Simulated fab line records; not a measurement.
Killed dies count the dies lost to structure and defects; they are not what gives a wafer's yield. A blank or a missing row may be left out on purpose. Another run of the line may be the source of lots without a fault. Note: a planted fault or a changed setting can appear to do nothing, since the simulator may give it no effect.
Chamber matching | flow sky130 | rieDiel-02 running SKY_CONTACT_ETCH_17: 4 sister chambers
The step etches SiO2 in C4F8/O2/Ar, stops on Si3N4, target depth 340 nm. 8 wafers are shown with their chamber, then 8 later ones without.

## WAFERS, EACH WITH ITS CHAMBER
wafer  | chamber | oesProductAu (a.u.)
L074.6 | 0       | 0.887
L076.1 | 1       | 0.891
L076.3 | 0       | 0.886
L080.1 | 2       | 0.893
L080.5 | 1       | 0.895
L083.5 | 3       | 0.891
L083.6 | 2       | 0.890
L084.1 | 3       | 0.887

## WAFERS WITHOUT THEIR CHAMBER
wafer  | oesProductAu (a.u.)
L084.4 | 0.890
L084.5 | 0.892
L088.3 | 0.894
L088.4 | 0.897
L088.5 | 0.887
L095.2 | 0.888
L095.3 | 0.895
L095.6 | 0.893

## WHICH CHAMBER EACH ONE RAN IN
wafer  | from the rows above               | in truth
L084.4 | can't be placed: 3 or 2 or 1 or 0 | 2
L084.5 | can't be placed: 2 or 1 or 3      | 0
L088.3 | can't be placed: 1 or 2 or 3      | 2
L088.4 | can't be placed: 1 or 2 or 3      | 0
L088.5 | can't be placed: 0 or 3 or 2      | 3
L095.2 | can't be placed: 3 or 0 or 2 or 1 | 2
L095.3 | can't be placed: 1 or 2 or 3      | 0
L095.6 | can't be placed: 1 or 2 or 3      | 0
Placed correctly: 0 of 8. Cannot be placed on the basis of these rows: 8; the candidates contain the true chamber in 4. Number placed wrongly: 0.
How it was worked out, from the rows above alone: a wafer's distance from a chamber is the root of the sum, over the readings, of the square of ((its reading less the chamber's mean) divided by the reading's scatter). The wafer belongs to the nearest chamber; if the next one is less than 2 further off, it can't be placed. A chamber's mean is the mean of its shown wafers. The scatter: the root of (the sum of the squares of (reading less its chamber's mean) over the shown wafers, divided by (wafers less chambers)).
